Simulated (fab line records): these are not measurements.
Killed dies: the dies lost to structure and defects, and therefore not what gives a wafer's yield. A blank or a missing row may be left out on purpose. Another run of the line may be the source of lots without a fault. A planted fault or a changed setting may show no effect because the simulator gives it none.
2 desks, one fault    flow sky130    each desk has only its own numbers; what lay behind them comes last

THE METROLOGY DESK
Lot by lot, what the gauges showed, no matter which tool ran the lot: averages of those sampled wafers that carry a number. Marked OUT: a lot whose mean sits more than 4 standard deviations from the usual mean, which makes it out of limits; the brackets give that distance.
Columns: A = VIA3_W_RS at SKY_VIA3_RS_MEAS_22, usual 0.293 ohm/sq; B = VIA3_W_THK at SKY_VIA3_THK_MEAS_23, usual 396 nm
lot   first seen here  A      B
L248  day 40 13:13     0.294  393
L251  day 42 00:41     0.296  398
L254  day 42 16:30     0.295  389
L261  day 44 01:59     0.299  392
L268  day 45 23:48     0.296  398
This desk's finding: nothing out of limits on any of the 5 lots.

DESK OF THE TOOL OWNER: pvd-sputter-01
At SKY_METAL4_SPUTTER_04 (material TiN, target thk 70 nm, time 58.3 s) the tool's own readings: per lot run on this tool, the mean of the sampled wafers that have a number. Marked OUT: a lot whose mean sits more than 4 standard deviations from the usual mean, which makes it out of limits; the brackets give that distance.
Columns: A = chamber-pressure-pa at SKY_METAL4_SPUTTER_04, usual 0.4000 Pa; B = throttle-valve-pct at SKY_METAL4_SPUTTER_04, usual 30.0 %
lot   first seen here  A       B
L248  day 40 13:46     0.4000  30.9
L254  day 42 17:11     0.4005  31.4
This desk's finding: nothing out of limits on any of the 2 lots.

ALL TOGETHER
Metrology desk: nothing out of limits seen.
The tool owner's desk saw nothing out of limits.

WHAT THE SIMULATOR PUT IN
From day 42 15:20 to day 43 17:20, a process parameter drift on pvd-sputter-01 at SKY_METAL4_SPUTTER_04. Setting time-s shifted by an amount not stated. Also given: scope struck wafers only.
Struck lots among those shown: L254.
